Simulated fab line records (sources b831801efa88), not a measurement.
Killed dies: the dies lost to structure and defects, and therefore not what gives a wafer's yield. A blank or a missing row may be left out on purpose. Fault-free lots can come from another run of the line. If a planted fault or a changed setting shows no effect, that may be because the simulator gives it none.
fab line records + flow sky130
record
- lots=13
- wafers=36
- lastDay=50
route steps=708 shown NWELL@79 VT_ADJUST_HVTP@92 VT_ADJUST_LVTN@106 VT_ADJUST_NCORE@121 PAD_OPEN@708
lots untouched by any fault: they come from a run of this same line in which no faults occurred
startH: hours from the record's opening day to when the first of the lot's shown wafers began + waitH: hours elapsed since this lot's preceding step + " as in the row above + L1.1+2: a single row standing in for several wafers + - either no value or no given start + * or withheld: withheld + < > ~ a bound
route shown NAME@n: NAME is a module with steps in the file, n the number in the route of the first one + usual: mean and standard deviation over wafers with no fault + same: alike in all rows + chamber/n: place in a boat + sites: readings site by site + _std_site: the values' standard deviation + _edge_site: inner sites' mean taken away from outer sites' mean + radiusMm: for every site, how far away it sits from the centre of the wafer + mask NAME#n: copy n + behind: the last tool/chamber to shape the wafer + hold: reason for holding the lot/hours on hold/outcome of the hold + device: names the non-switching transistor (n, p or np) + end of line: the route-end tests of the same wafers + a step given without rows: its recipe and nothing more + killed: dies that structure and defects cost at the first sort, which is not the same as the wafer's yield + map: a wafer's dies, x killed, . not, _ none there
set.NAME: the run value of the setting; set.NAME@STEP: its run value at that earlier step + model.NAME: the simulator's own value behind a step, which no gauge read
a sample of lots followed through the steps of the route, with each step as a table and each wafer as a row
services: from which hour (startH, from the record's first day; less than 0 if before it) a tool's chamber was out of use, for how many hours, and why
## steps
# step SKY_NWELL_TW_MEAS_26
# usual
- NWELL_2_TW=492/5.8
| lot.wafer | tool         | chamber | startH | waitH | NWELL_2_TW |
|-----------|--------------|---------|--------|-------|------------|
| L831.1    | filmMetro-02 | -       | 110.88 | 0.1   | 490        |
| L831.2    | "            | -       | "      | "     | 491        |
| L831.6    | "            | -       | "      | "     | 490        |
| L832.2    | filmMetro-03 | -       | 117.53 | 0.1   | 484        |
| L832.3    | "            | -       | "      | "     | 485        |
| L832.5    | "            | -       | "      | "     | 486        |
| L833.1    | filmMetro-02 | -       | 119.42 | 0.1   | 490        |
| L833.3    | "            | -       | "      | "     | 494        |
| L833.6    | "            | -       | "      | "     | 493        |
| L834.2    | filmMetro-03 | -       | 124.88 | 0.1   | 487        |
| L834.4    | "            | -       | "      | "     | 484        |
| L834.6    | "            | -       | "      | "     | 487        |
| L835.2    | filmMetro-01 | -       | 132.28 | 0.1   | 497        |
| L835.3    | "            | -       | "      | "     | 496        |
| L835.4    | "            | -       | "      | "     | 496        |
| L838.1    | filmMetro-03 | -       | 149.42 | 0.1   | 484        |
| L838.5    | "            | -       | "      | "     | 486        |
| L839.1    | filmMetro-02 | -       | 154.87 | 0.1   | 491        |
| L839.5    | "            | -       | "      | "     | 493        |
| L840.1    | filmMetro-01 | -       | 165.92 | 0.1   | 502        |
| L840.6    | "            | -       | "      | "     | 499        |
| L847.3    | filmMetro-03 | -       | 204.20 | 0.1   | 487        |
| L847.5    | "            | -       | "      | "     | 488        |
| L847.6    | "            | -       | "      | "     | 486        |
| L849.1    | filmMetro-01 | -       | 226.31 | 0.1   | 495        |
| L849.2    | "            | -       | "      | "     | 495        |
| L849.4    | "            | -       | "      | "     | 495        |
| L850.3    | filmMetro-01 | -       | 234.70 | 0.1   | 496        |
| L850.5    | "            | -       | "      | "     | 493        |
| L850.6    | "            | -       | "      | "     | 493        |
| L852.1    | filmMetro-01 | -       | 237.66 | 0.1   | 497        |
| L852.2    | "            | -       | "      | "     | 495        |
| L852.5    | "            | -       | "      | "     | 495        |
| L853.2    | filmMetro-03 | -       | 241.95 | 0.1   | 484        |
| L853.3    | "            | -       | "      | "     | 486        |
| L853.5    | "            | -       | "      | "     | 482        |
# step SKY_VT_ADJUST_HVTP_CD_MEAS_07
# recipe
- targetCdNm=380
# usual
- cdNm=379.0/2.4
| lot.wafer | tool     | chamber | startH | waitH | cdNm  |
|-----------|----------|---------|--------|-------|-------|
| L831.1    | cdSem-01 | -       | 129.59 | 0.1   | 375.0 |
| L831.2    | "        | -       | "      | "     | 373.7 |
| L831.6    | "        | -       | "      | "     | 376.0 |
| L832.2    | cdSem-02 | -       | 136.46 | 0.1   | 379.8 |
| L832.3    | "        | -       | "      | "     | 377.9 |
| L832.5    | "        | -       | "      | "     | 379.6 |
| L833.1    | cdSem-01 | -       | 138.66 | 0.1   | 382.9 |
| L833.3    | "        | -       | "      | "     | 384.0 |
| L833.6    | "        | -       | "      | "     | 383.7 |
| L834.2    | cdSem-02 | -       | 143.23 | 0.1   | 379.4 |
| L834.4    | "        | -       | "      | "     | 379.4 |
| L834.6    | "        | -       | "      | "     | 379.9 |
| L835.2    | cdSem-02 | -       | 151.68 | 0.1   | 377.1 |
| L835.3    | "        | -       | "      | "     | 376.3 |
| L835.4    | "        | -       | "      | "     | 377.6 |
| L838.1    | cdSem-02 | -       | 170.31 | 0.1   | 379.5 |
| L838.5    | "        | -       | "      | "     | 379.9 |
| L839.1    | cdSem-02 | -       | 175.66 | 0.1   | 379.6 |
| L839.5    | "        | -       | "      | "     | 379.1 |
| L840.1    | cdSem-02 | -       | 186.86 | 0.1   | 378.9 |
| L840.6    | "        | -       | "      | "     | 377.7 |
| L847.3    | cdSem-02 | -       | 226.78 | 0.1   | 378.1 |
| L847.5    | "        | -       | "      | "     | 381.2 |
| L847.6    | "        | -       | "      | "     | 381.1 |
| L849.1    | cdSem-02 | -       | 249.81 | 0.1   | 380.2 |
| L849.2    | "        | -       | "      | "     | 378.1 |
| L849.4    | "        | -       | "      | "     | 380.4 |
| L850.3    | cdSem-02 | -       | 258.15 | 0.1   | 379.1 |
| L850.5    | "        | -       | "      | "     | 383.6 |
| L850.6    | "        | -       | "      | "     | 382.2 |
| L852.1    | cdSem-01 | -       | 262.01 | 0.1   | 374.9 |
| L852.2    | "        | -       | "      | "     | 376.4 |
| L852.5    | "        | -       | "      | "     | 377.2 |
| L853.2    | cdSem-02 | -       | 265.86 | 0.1   | 382.2 |
| L853.3    | "        | -       | "      | "     | 379.6 |
| L853.5    | "        | -       | "      | "     | 381.0 |
# step SKY_VT_ADJUST_LVTN_STRIP_09
# recipe
- chemistry=O2/N2
- powerW=1400
- pressureMtorr=1500
- platenTempC=withheld
- o2FlowSccm=3000
- n2FlowSccm=300
- overashFraction=0.5
# usual
- drypumpMotorCurrentA=5.8/0.6
- oesProductAu=0.722/0.0047
- stripTimeToEndpointS=36.94/0.099
# same
- overashFraction=0.5
| lot.wafer | tool           | chamber | startH | waitH | drypumpMotorCurrentA | oesProductAu | rfHoursCounterH | stripTimeToEndpointS |
|-----------|----------------|---------|--------|-------|----------------------|--------------|-----------------|----------------------|
| L831.1    | plasmaAsher-03 | 1       | 148.38 | 0.1   | 6.6                  | 0.718        | 3               | 36.89                |
| L831.2    | "              | 0       | "      | "     | 5.2                  | 0.715        | 3               | 36.83                |
| L831.6    | "              | 0       | "      | "     | 5.2                  | 0.726        | -               | 36.88                |
| L832.2    | plasmaAsher-04 | 0       | 155.78 | 0.1   | 6.1                  | 0.728        | 37              | 36.81                |
| L832.3    | "              | 0       | "      | "     | 6.1                  | 0.726        | -               | 36.73                |
| L832.5    | "              | 1       | "      | "     | 5.2                  | 0.717        | -               | 36.91                |
| L833.1    | plasmaAsher-04 | 1       | 158.13 | 0.1   | 5.2                  | 0.716        | 37              | 36.89                |
| L833.3    | "              | 0       | "      | "     | 6.2                  | 0.716        | -               | 36.96                |
| L833.6    | "              | 0       | "      | "     | 6.2                  | 0.727        | -               | 36.89                |
| L834.2    | plasmaAsher-01 | 1       | 162.82 | 0.1   | 6.5                  | 0.725        | 46              | 36.90                |
| L834.4    | "              | 0       | "      | "     | 5.3                  | 0.723        | -               | 37.00                |
| L834.6    | "              | 1       | "      | "     | 6.6                  | 0.720        | -               | 37.02                |
| L835.2    | plasmaAsher-01 | 0       | 172.38 | 0.1   | 5.3                  | 0.733        | 46              | 37.05                |
| L835.3    | "              | 0       | "      | "     | 5.3                  | 0.728        | -               | 37.02                |
| L835.4    | "              | 1       | "      | "     | 6.6                  | 0.723        | -               | 37.08                |
| L838.1    | plasmaAsher-04 | 0       | 190.98 | 0.1   | 6.2                  | 0.723        | 41              | 36.85                |
| L838.5    | "              | 1       | "      | "     | 5.2                  | 0.722        | -               | 36.88                |
| L839.1    | plasmaAsher-03 | 1       | 196.77 | 0.1   | 6.5                  | 0.721        | 7               | 36.97                |
| L839.5    | "              | 1       | "      | "     | 6.6                  | 0.725        | -               | 36.84                |
| L840.1    | plasmaAsher-04 | 1       | 208.73 | 0.1   | 5.2                  | 0.722        | 42              | 36.90                |
| L840.6    | "              | 1       | "      | "     | 5.2                  | 0.730        | -               | 36.92                |
| L847.3    | plasmaAsher-01 | 1       | 250.11 | 0.1   | 6.6                  | 0.719        | -               | 36.85                |
| L847.5    | "              | 1       | "      | "     | 6.6                  | 0.726        | -               | 37.01                |
| L847.6    | "              | 0       | "      | "     | 5.3                  | 0.721        | -               | 36.90                |
| L849.1    | plasmaAsher-03 | 0       | 274.27 | 0.1   | 5.2                  | 0.723        | 15              | 36.86                |
| L849.2    | "              | 1       | "      | "     | 6.5                  | 0.728        | 15              | 36.79                |
| L849.4    | "              | 0       | "      | "     | 5.2                  | 0.719        | -               | 36.81                |
| L850.3    | plasmaAsher-04 | 0       | 281.93 | 0.1   | 6.1                  | 0.723        | -               | 36.96                |
| L850.5    | "              | 1       | "      | "     | 5.2                  | 0.713        | -               | 36.96                |
| L850.6    | "              | 0       | "      | "     | 6.1                  | 0.722        | -               | 36.88                |
| L852.1    | plasmaAsher-01 | 0       | 286.56 | 0.1   | 5.3                  | 0.721        | 58              | 37.15                |
| L852.2    | "              | 1       | "      | "     | 6.6                  | 0.718        | 58              | 37.03                |
| L852.5    | "              | 1       | "      | "     | 6.5                  | 0.721        | -               | 36.98                |
| L853.2    | plasmaAsher-04 | 1       | 290.71 | 0.1   | 5.2                  | 0.726        | 50              | 37.15                |
| L853.3    | "              | 0       | "      | "     | 6.1                  | 0.723        | -               | 37.15                |
| L853.5    | "              | 1       | "      | "     | 5.1                  | 0.724        | -               | 37.07                |
# step SKY_VT_ADJUST_NCORE_COAT_02
# recipe
- resist=NOVOLAK
- spinRpm=3000
- resistThkNm=1140
| lot.wafer  | tool          | chamber | startH | waitH |
|------------|---------------|---------|--------|-------|
| L831.1+2+6 | lithoTrack-04 | 0       | 177.56 | 0.1   |
| L832.2+3+5 | lithoTrack-03 | 0       | 187.10 | 0.1   |
| L833.1+3+6 | lithoTrack-03 | 0       | 188.28 | 0.1   |
| L834.2+4+6 | lithoTrack-01 | 0       | 194.23 | 0.1   |
| L835.2+3+4 | lithoTrack-01 | 0       | 202.83 | 0.1   |
| L838.1+5   | lithoTrack-01 | 0       | 223.96 | 0.1   |
| L839.1+5   | lithoTrack-01 | 0       | 229.96 | 0.1   |
| L840.1+6   | lithoTrack-01 | 0       | 242.56 | 0.1   |
| L847.3+5+6 | lithoTrack-04 | 0       | 285.56 | 0.1   |
| L849.1+2+4 | lithoTrack-01 | 0       | 311.21 | 0.1   |
| L850.3+5+6 | lithoTrack-03 | 0       | 320.53 | 0.1   |
| L852.1+2+5 | lithoTrack-04 | 0       | 326.06 | 0.1   |
| L853.2+3+5 | lithoTrack-04 | 0       | 329.68 | 0.1   |
# step SKY_VT_ADJUST_NCORE_CD_MEAS_07
# recipe
- targetCdNm=380
# usual
- cdNm=379.6/2.5
| lot.wafer | tool     | chamber | startH | waitH | cdNm  |
|-----------|----------|---------|--------|-------|-------|
| L831.1    | cdSem-02 | -       | 188.11 | 0.1   | 379.8 |
| L831.2    | "        | -       | "      | "     | 381.7 |
| L831.6    | "        | -       | "      | "     | 381.6 |
| L832.2    | cdSem-01 | -       | 198.08 | 0.1   | 381.0 |
| L832.3    | "        | -       | "      | "     | 380.7 |
| L832.5    | "        | -       | "      | "     | 383.0 |
| L833.1    | cdSem-01 | -       | 199.43 | 0.1   | 381.0 |
| L833.3    | "        | -       | "      | "     | 379.9 |
| L833.6    | "        | -       | "      | "     | 381.8 |
| L834.2    | cdSem-01 | -       | 205.05 | 0.1   | 377.0 |
| L834.4    | "        | -       | "      | "     | 378.6 |
| L834.6    | "        | -       | "      | "     | 380.7 |
| L835.2    | cdSem-02 | -       | 213.63 | 0.1   | 376.8 |
| L835.3    | "        | -       | "      | "     | 377.9 |
| L835.4    | "        | -       | "      | "     | 379.1 |
| L838.1    | cdSem-01 | -       | 234.63 | 0.1   | 354.8 |
| L838.5    | "        | -       | "      | "     | 381.1 |
| L839.1    | cdSem-01 | -       | 241.58 | 0.1   | 357.5 |
| L839.5    | "        | -       | "      | "     | 380.3 |
| L840.1    | cdSem-01 | -       | 254.43 | 0.1   | 353.4 |
| L840.6    | "        | -       | "      | "     | 377.8 |
| L847.3    | cdSem-01 | -       | 298.65 | 0.1   | 377.5 |
| L847.5    | "        | -       | "      | "     | 377.1 |
| L847.6    | "        | -       | "      | "     | 376.7 |
| L849.1    | cdSem-02 | -       | 324.31 | 0.1   | 375.2 |
| L849.2    | "        | -       | "      | "     | 378.4 |
| L849.4    | "        | -       | "      | "     | 377.3 |
| L850.3    | cdSem-02 | -       | 334.40 | 0.1   | 384.9 |
| L850.5    | "        | -       | "      | "     | 384.3 |
| L850.6    | "        | -       | "      | "     | 385.5 |
| L852.1    | cdSem-01 | -       | 339.73 | 0.1   | 379.5 |
| L852.2    | "        | -       | "      | "     | 379.0 |
| L852.5    | "        | -       | "      | "     | 378.3 |
| L853.2    | cdSem-02 | -       | 342.98 | 0.1   | 379.5 |
| L853.3    | "        | -       | "      | "     | 379.3 |
| L853.5    | "        | -       | "      | "     | 381.8 |
# step SKY_VT_ADJUST_NCORE_STRIP_10
# recipe
- chemistry=O2/N2
- powerW=1400
- pressureMtorr=1500
- platenTempC=withheld
- o2FlowSccm=3000
- n2FlowSccm=300
- overashFraction=0.5
# usual
- drypumpMotorCurrentA=5.7/0.55
- oesProductAu=0.715/0.0049
- stripTimeToEndpointS=14.20/0.039
# same
- overashFraction=0.5
| lot.wafer | tool           | chamber | startH | waitH | drypumpMotorCurrentA | oesProductAu | rfHoursCounterH | stripTimeToEndpointS |
|-----------|----------------|---------|--------|-------|----------------------|--------------|-----------------|----------------------|
| L831.1    | plasmaAsher-01 | 0       | 188.41 | 0.1   | 5.3                  | 0.710        | 48              | 14.18                |
| L831.2    | "              | 1       | "      | "     | 6.6                  | 0.726        | 48              | 14.20                |
| L831.6    | "              | 0       | "      | "     | 5.3                  | 0.715        | -               | 14.18                |
| L832.2    | plasmaAsher-01 | 1       | 198.36 | 0.1   | 6.5                  | 0.712        | 49              | 14.23                |
| L832.3    | "              | 0       | "      | "     | 5.3                  | 0.715        | -               | 14.26                |
| L832.5    | "              | 0       | "      | "     | 5.3                  | 0.713        | -               | 14.26                |
| L833.1    | plasmaAsher-02 | 1       | 199.74 | 0.1   | 5.1                  | 0.717        | 52              | 14.16                |
| L833.3    | "              | 1       | "      | "     | 5.2                  | 0.712        | -               | 14.22                |
| L833.6    | "              | 0       | "      | "     | 6.0                  | 0.713        | -               | 14.22                |
| L834.2    | plasmaAsher-02 | 0       | 205.34 | 0.1   | 6.0                  | 0.719        | 53              | 14.23                |
| L834.4    | "              | 1       | "      | "     | 5.2                  | 0.718        | -               | 14.19                |
| L834.6    | "              | 0       | "      | "     | 6.0                  | 0.712        | -               | 14.23                |
| L835.2    | plasmaAsher-01 | 0       | 213.91 | 0.1   | 5.3                  | 0.725        | 51              | 14.22                |
| L835.3    | "              | 0       | "      | "     | 5.3                  | 0.713        | -               | 14.22                |
| L835.4    | "              | 1       | "      | "     | 6.6                  | 0.719        | -               | 14.20                |
| L838.1    | plasmaAsher-02 | 0       | 234.93 | 0.1   | 6.0                  | 0.707        | 55              | 17.53                |
| L838.5    | "              | 1       | "      | "     | 5.1                  | 0.724        | -               | 14.25                |
| L839.1    | plasmaAsher-04 | 0       | 241.99 | 0.1   | 6.1                  | 0.718        | 45              | 17.53                |
| L839.5    | "              | 0       | "      | "     | 6.1                  | 0.710        | -               | 14.19                |
| L840.1    | plasmaAsher-02 | 0       | 254.73 | 0.1   | 6.1                  | 0.718        | 57              | 17.56                |
| L840.6    | "              | 0       | "      | "     | 6.1                  | 0.707        | -               | 14.26                |
| L847.3    | plasmaAsher-01 | 1       | 298.95 | 0.1   | 6.6                  | 0.711        | -               | 14.19                |
| L847.5    | "              | 0       | "      | "     | 5.3                  | 0.724        | -               | 14.19                |
| L847.6    | "              | 1       | "      | "     | 6.5                  | 0.708        | -               | 14.24                |
| L849.1    | plasmaAsher-01 | 0       | 324.61 | 0.1   | 5.3                  | 0.711        | 62              | 14.23                |
| L849.2    | "              | 1       | "      | "     | 6.6                  | 0.721        | 62              | 14.26                |
| L849.4    | "              | 1       | "      | "     | 6.6                  | 0.712        | -               | 14.23                |
| L850.3    | plasmaAsher-01 | 0       | 334.70 | 0.1   | 5.3                  | 0.714        | -               | 14.19                |
| L850.5    | "              | 1       | "      | "     | 6.6                  | 0.708        | -               | 14.17                |
| L850.6    | "              | 0       | "      | "     | 5.3                  | 0.722        | -               | 14.15                |
| L852.1    | plasmaAsher-04 | 0       | 340.03 | 0.1   | 6.2                  | 0.711        | 56              | 14.13                |
| L852.2    | "              | 1       | "      | "     | 5.2                  | 0.715        | 56              | 14.19                |
| L852.5    | "              | 1       | "      | "     | 5.2                  | 0.715        | -               | 14.15                |
| L853.2    | plasmaAsher-02 | 1       | 343.26 | 0.1   | 5.1                  | 0.718        | 66              | 14.18                |
| L853.3    | "              | 1       | "      | "     | 5.2                  | 0.709        | -               | 14.15                |
| L853.5    | "              | 1       | "      | "     | 5.1                  | 0.707        | -               | 14.14                |
# step SKY_PAD_OPEN_PROBE_99
# usual
- killed_at_M0_to_M3=43/7.2
- killed_at_M4_up=3.3/1.8
- killedAtContacts=23/5.5
- killedAtFrontEnd=16/5.1
- killedAtOther=0.4/0.65
- killedDies=85/10
- killedOnRim=17/4.3
- killedOpen=46/7.1
- killedShort=38/7.2
# same
- grossDies=492
- killedAtBackSide=0
| lot.wafer | tool      | chamber | startH  | waitH | killed_at_M0_to_M3 | killed_at_M4_up | killedAtContacts | killedAtFrontEnd | killedAtOther | killedDies | killedOnRim | killedOpen | killedShort |
|-----------|-----------|---------|---------|-------|--------------------|-----------------|------------------|------------------|---------------|------------|-------------|------------|-------------|
| L833.1    | prober-02 | -       | 1105.82 | 0.1   | 59                 | 1               | 20               | 13               | 1             | 94         | 16          | 50         | 42          |
| L833.3    | prober-02 | -       | 1105.92 | 0.2   | 50                 | 2               | 21               | 18               | 1             | 92         | 18          | 51         | 41          |
| L833.6    | prober-02 | -       | 1106.07 | 0.2   | 50                 | 2               | 20               | 13               | 0             | 85         | 18          | 46         | 37          |
| L834.2    | prober-01 | -       | 1107.80 | 0.1   | 42                 | 2               | 13               | 17               | 2             | 76         | 17          | 41         | 34          |
| L834.4    | prober-01 | -       | 1107.90 | 0.2   | 47                 | 6               | 19               | 13               | 0             | 85         | 13          | 50         | 35          |
| L834.6    | prober-01 | -       | 1108.00 | 0.2   | 44                 | 3               | 18               | 22               | 1             | 88         | 22          | 44         | 43          |
| L835.2    | prober-01 | -       | 1109.77 | 0.1   | 33                 | 4               | 17               | 10               | 0             | 64         | 9           | 28         | 36          |
| L835.3    | prober-01 | -       | 1109.82 | 0.2   | 50                 | 3               | 16               | 13               | 1             | 83         | 16          | 46         | 36          |
| L835.4    | prober-01 | -       | 1109.87 | 0.2   | 51                 | 4               | 26               | 21               | 0             | 102        | 21          | 48         | 54          |
| L839.1    | prober-02 | -       | 1122.98 | 0.1   | 41                 | 3               | 26               | 24               | 2             | 96         | 14          | 49         | 46          |
| L839.5    | prober-02 | -       | 1123.18 | 0.2   | 43                 | 2               | 22               | 22               | 0             | 89         | 22          | 42         | 44          |
| L849.1    | prober-02 | -       | 1183.05 | 0.1   | 51                 | 1               | 23               | 14               | 0             | 89         | 17          | 56         | 33          |
| L849.2    | prober-02 | -       | 1183.10 | 0.1   | 41                 | 6               | 19               | 19               | 0             | 85         | 18          | 51         | 33          |
| L849.4    | prober-02 | -       | 1183.20 | 0.2   | 43                 | 3               | 15               | 11               | 0             | 72         | 17          | 35         | 35          |
| L850.3    | prober-02 | -       | 1189.45 | 0.2   | 34                 | 4               | 33               | 22               | 0             | 93         | 18          | 53         | 39          |
| L850.5    | prober-02 | -       | 1189.55 | 0.2   | 62                 | 4               | 25               | 19               | 0             | 110        | 21          | 64         | 44          |
| L850.6    | prober-02 | -       | 1189.60 | 0.2   | 49                 | 3               | 34               | 16               | 0             | 102        | 20          | 70         | 32          |
| L852.1    | prober-01 | -       | 1191.76 | 0.1   | 51                 | 2               | 29               | 13               | 0             | 95         | 22          | 59         | 36          |
| L852.2    | prober-01 | -       | 1191.81 | 0.1   | 36                 | 3               | 22               | 23               | 1             | 85         | 15          | 51         | 33          |
| L852.5    | prober-01 | -       | 1191.96 | 0.2   | 54                 | 4               | 26               | 16               | 0             | 100        | 18          | 45         | 55          |
| L853.2    | prober-02 | -       | 1193.18 | 0.1   | 42                 | 1               | 32               | 19               | 1             | 95         | 17          | 56         | 38          |
| L853.3    | prober-02 | -       | 1193.23 | 0.2   | 42                 | 1               | 20               | 18               | 0             | 81         | 20          | 48         | 33          |
| L853.5    | prober-02 | -       | 1193.33 | 0.2   | 33                 | 6               | 21               | 17               | 0             | 77         | 18          | 37         | 40          |
# killed by level:class
L833.1 VIA2:geometricParticle:open=13 VIA1:geometricParticle:short=10 VIA1:geometricParticle:open=9 LI_CONTACT:geometricParticle:open=7 METAL2:geometricParticle:short=6 VIA3:geometricParticle:open=6 POLY_GATE:geometricParticle:open=4 LOCAL_INTERCONNECT:geometricParticle:short=4
L833.3 VIA2:geometricParticle:open=10 VIA1:geometricParticle:open=9 METAL2:geometricParticle:short=9 METAL1:geometricParticle:short=6 LI_CONTACT:geometricParticle:open=6 FIELD_ISO:geometricParticle:open=5 POLY_GATE:geometricParticle:open=5 LI_CONTACT:geometricParticle:short=5
L833.6 VIA1:geometricParticle:open=10 VIA2:geometricParticle:open=10 CONTACT:geometricParticle:open=8 METAL1:geometricParticle:short=6 VIA1:geometricParticle:short=5 METAL2:geometricParticle:short=5 LI_CONTACT:geometricParticle:open=4 CONTACT:geometricParticle:short=4
L834.2 VIA1:geometricParticle:open=9 VIA3:geometricParticle:open=7 POLY_GATE:geometricParticle:short=5 CONTACT:geometricParticle:short=5 CONTACT:geometricParticle:open=5 METAL2:geometricParticle:short=5 POLY_GATE:geometricParticle:open=4 VIA2:geometricParticle:open=4
L834.4 VIA2:geometricParticle:open=13 VIA1:geometricParticle:open=12 CONTACT:geometricParticle:open=10 VIA1:geometricParticle:short=6 FIELD_ISO:geometricParticle:open=4 METAL4:geometricParticle:short=4 FIELD_ISO:geometricParticle:short=3 POLY_GATE:geometricParticle:short=3
L834.6 VIA1:geometricParticle:open=12 CONTACT:geometricParticle:open=8 VIA2:geometricParticle:open=8 FIELD_ISO:geometricParticle:short=7 METAL1:geometricParticle:short=6 POLY_GATE:geometricParticle:short=5 CONTACT:geometricParticle:short=5 SPACER:geometricParticle:open=4
L835.2 CONTACT:geometricParticle:open=7 VIA3:geometricParticle:short=7 VIA1:geometricParticle:short=6 LI_CONTACT:geometricParticle:open=6 METAL1:geometricParticle:short=6 SPACER:geometricParticle:short=4 VIA3:geometricParticle:open=4 METAL4:geometricParticle:short=4
L835.3 VIA1:geometricParticle:open=11 METAL1:geometricParticle:short=9 VIA2:geometricParticle:open=7 CONTACT:geometricParticle:open=6 POLY_GATE:geometricParticle:open=5 VIA3:geometricParticle:open=5 LI_CONTACT:geometricParticle:open=4 VIA3:geometricParticle:short=4
L835.4 METAL2:geometricParticle:short=11 CONTACT:geometricParticle:open=9 POLY_GATE:geometricParticle:short=8 VIA1:geometricParticle:open=8 LI_CONTACT:geometricParticle:open=7 VIA3:geometricParticle:open=7 FIELD_ISO:geometricParticle:short=5 METAL1:geometricParticle:short=5
L839.1 LI_CONTACT:geometricParticle:open=11 VIA1:geometricParticle:open=10 METAL1:geometricParticle:short=7 VIA3:geometricParticle:open=6 CONTACT:geometricParticle:open=6 POLY_GATE:geometricParticle:open=5 LOCAL_INTERCONNECT:geometricParticle:short=5 POLY_GATE:geometricParticle:short=4
L839.5 LI_CONTACT:geometricParticle:open=8 VIA1:geometricParticle:open=8 METAL2:geometricParticle:short=7 VIA2:geometricParticle:open=7 FIELD_ISO:geometricParticle:short=6 POLY_GATE:geometricParticle:short=5 LOCAL_INTERCONNECT:geometricParticle:short=5 FIELD_ISO:geometricParticle:open=4
L849.1 VIA1:geometricParticle:open=13 CONTACT:geometricParticle:open=11 VIA3:geometricParticle:open=11 LI_CONTACT:geometricParticle:open=6 METAL1:geometricParticle:short=6 VIA2:geometricParticle:open=6 METAL2:geometricParticle:short=5 VIA2:geometricParticle:short=4
L849.2 VIA1:geometricParticle:open=11 CONTACT:geometricParticle:open=8 VIA3:geometricParticle:open=7 LI_CONTACT:geometricParticle:open=6 FIELD_ISO:geometricParticle:open=5 METAL4:geometricParticle:short=5 METAL3:geometricParticle:short=5 SPACER:geometricParticle:short=4
L849.4 VIA2:geometricParticle:open=10 METAL2:geometricParticle:short=8 VIA1:geometricParticle:open=7 CONTACT:geometricParticle:open=6 FIELD_ISO:geometricParticle:open=4 LOCAL_INTERCONNECT:geometricParticle:short=4 METAL1:geometricParticle:short=4 POLY_GATE:geometricParticle:short=3
L850.3 LI_CONTACT:geometricParticle:open=10 CONTACT:geometricParticle:open=10 FIELD_ISO:geometricParticle:open=8 VIA2:geometricParticle:open=8 LOCAL_INTERCONNECT:geometricParticle:short=6 CONTACT:geometricParticle:short=6 POLY_GATE:geometricParticle:open=5 METAL1:geometricParticle:short=5
L850.5 VIA1:geometricParticle:open=18 VIA3:geometricParticle:open=11 LI_CONTACT:geometricParticle:open=9 CONTACT:geometricParticle:open=9 POLY_GATE:geometricParticle:short=7 METAL2:geometricParticle:short=6 METAL1:geometricParticle:short=5 LOCAL_INTERCONNECT:geometricParticle:short=4
L850.6 VIA1:geometricParticle:open=15 CONTACT:geometricParticle:open=14 LI_CONTACT:geometricParticle:open=12 FIELD_ISO:geometricParticle:open=8 METAL1:geometricParticle:short=8 VIA3:geometricParticle:open=5 VIA2:geometricParticle:open=5 LI_CONTACT:geometricParticle:short=4
L852.1 VIA1:geometricParticle:open=16 CONTACT:geometricParticle:open=11 LI_CONTACT:geometricParticle:open=9 VIA3:geometricParticle:open=7 VIA2:geometricParticle:open=5 METAL2:geometricParticle:short=5 FIELD_ISO:geometricParticle:open=4 POLY_GATE:geometricParticle:open=4
L852.2 VIA1:geometricParticle:open=10 VIA2:geometricParticle:open=9 POLY_GATE:geometricParticle:open=8 CONTACT:geometricParticle:open=7 LI_CONTACT:geometricParticle:open=6 FIELD_ISO:geometricParticle:short=5 VIA3:geometricParticle:open=5 POLY_GATE:geometricParticle:short=4
L852.5 METAL1:geometricParticle:short=13 VIA1:geometricParticle:open=12 CONTACT:geometricParticle:open=7 LOCAL_INTERCONNECT:geometricParticle:short=6 METAL2:geometricParticle:short=6 LI_CONTACT:geometricParticle:short=5 VIA3:geometricParticle:open=5 POLY_GATE:geometricParticle:short=4
L853.2 CONTACT:geometricParticle:open=12 LI_CONTACT:geometricParticle:open=9 VIA1:geometricParticle:open=9 VIA3:geometricParticle:open=8 METAL1:geometricParticle:short=6 VIA1:geometricParticle:short=5 VIA2:geometricParticle:open=5 FIELD_ISO:geometricParticle:short=4
L853.3 VIA3:geometricParticle:open=9 VIA1:geometricParticle:open=8 FIELD_ISO:geometricParticle:open=6 LOCAL_INTERCONNECT:geometricParticle:short=5 CONTACT:geometricParticle:open=5 VIA2:geometricParticle:open=5 POLY_GATE:geometricParticle:open=4 LI_CONTACT:geometricParticle:open=4
L853.5 CONTACT:geometricParticle:open=11 VIA1:geometricParticle:open=7 VIA2:geometricParticle:open=7 METAL1:geometricParticle:short=6 FIELD_ISO:geometricParticle:open=5 METAL4:geometricParticle:short=5 FIELD_ISO:geometricParticle:short=4 LOCAL_INTERCONNECT:geometricParticle:short=4
## services
| tool           | chamber | startH | hours | kind                     |
|----------------|---------|--------|-------|--------------------------|
| plasmaAsher-03 | -       | 155.63 | 0.4   | repair                   |
| plasmaAsher-04 | -       | 186.13 | 0.6   | repair                   |
| plasmaAsher-03 | -       | 187.49 | 3.5   | repair                   |
| plasmaAsher-03 | -       | 189.19 | 2.4   | repair                   |
| plasmaAsher-04 | -       | 192.27 | 1.3   | repair                   |
| plasmaAsher-04 | -       | 197.83 | 4.3   | repair                   |
| lithoTrack-04  | -       | 288.35 | -     | consumableReplace:filter |
| plasmaAsher-03 | -       | 293.51 | 14.6  | pm                       |
| plasmaAsher-02 | -       | 305.05 | 2.2   | repair                   |
| plasmaAsher-03 | -       | 321.84 | 15.6  | pm                       |
## key
firstSign
- step=SKY_VT_ADJUST_NCORE_CD_MEAS_07
- reading=cdNm
- direction=down
- sigmas=9.8
- usual=379.6
- struck=355.2
effect
- step=SKY_VT_ADJUST_NCORE_STRIP_10
- reading=stripTimeToEndpointS
- direction=up
- sigmas=86
- usual=*
- struck=*
metAt SKY_VT_ADJUST_NCORE_COAT_02
struckLots L838,L839,L840
struckWafers L838.1,L839.1,L840.1
testerLeftOut L838,L839,L840
notActingAt SKY_NWELL_TW_MEAS_26,SKY_VT_ADJUST_HVTP_CD_MEAS_07,SKY_VT_ADJUST_LVTN_STRIP_09
onsetBetween 202.83 223.96
fault
- kind=processParameterDrift
- tool=lithoTrack-01
- chamber=-
- onsetH=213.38
- steps=SKY_VT_ADJUST_NCORE_COAT_02
- channel=resistThkNm
- offset=291.09
- shape=step
- endH=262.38
- scope=struckWafersOnly
- actsIn=theseRecipesOnly
- stated=1140
# testerLeftOut: of these lots the tester's yield and bins aren't shown, on N5 and GAA mostly nor the transistor test; their killed dies are dies lost to structure and defects alone, not to doping, threshold or leakage, so they don't give the yield
